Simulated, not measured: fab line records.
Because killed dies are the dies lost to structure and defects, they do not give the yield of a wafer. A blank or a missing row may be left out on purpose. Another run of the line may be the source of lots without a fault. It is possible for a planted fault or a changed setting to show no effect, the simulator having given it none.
Which tool did it?	flow sky130	at 1 step of a route of 708, 11 lots with 33 wafers sampled

== WHAT THE GAUGES READ, wafer by wafer ==
SKY_LDD_HVN_OVL_MEAS_07.
lot	measured	on	LDD_HVN_OVL (nm)
L655	day 19 17:59	overlay-01	0.7 1.4 1.4
L656	day 20 10:30	overlay-02	0.1 -1.2 0.6
L659	day 22 17:55	overlay-01	-1.3 -0.5 -2.4
L665	day 23 19:48	overlay-01	1.1 0.7 2.1
L671	day 26 11:06	overlay-01	0.1 -1.9 -0.7
L673	day 26 23:38	overlay-01	-1.2 -0.6 -2.0
L672	day 27 04:32	overlay-01	-0.5 0.2 0.1
L674	day 27 11:41	overlay-01	-0.3 0.8 1.3
L676	day 27 13:09	overlay-01	1.2 0.9 2.6
L677	day 28 03:59	overlay-01	-1.3 0.1 -1.2
L678	day 28 05:29	overlay-02	0.1 4.6 0.4

== EACH LOT AND THE TOOL THAT RAN IT (in order: tool; ch and the chambers of the sampled wafers; start) ==
The record holds no process step before these readings.

== THE ANSWER, worked out from the rows above alone ==
Rule: the usual values come from the lots themselves. Put in order of their means at a reading, lots are off if they are a third of the lots or fewer, leave a main group of 4 or more, and stand apart from it by a gap of 3 or more times the standard deviation of the main group's means; of several such gaps the widest counts. A main group whose means are all the same, to the digits that the tables above print for the reading, isn't used. A lot without any number at a reading at which 4 lots or more have one is off too. All remaining lots with rows at the step are treated as sound.
No lot is off on any of the readings shown, so nothing can be concluded from this.

== WHAT THE SIMULATOR PUT IN ==
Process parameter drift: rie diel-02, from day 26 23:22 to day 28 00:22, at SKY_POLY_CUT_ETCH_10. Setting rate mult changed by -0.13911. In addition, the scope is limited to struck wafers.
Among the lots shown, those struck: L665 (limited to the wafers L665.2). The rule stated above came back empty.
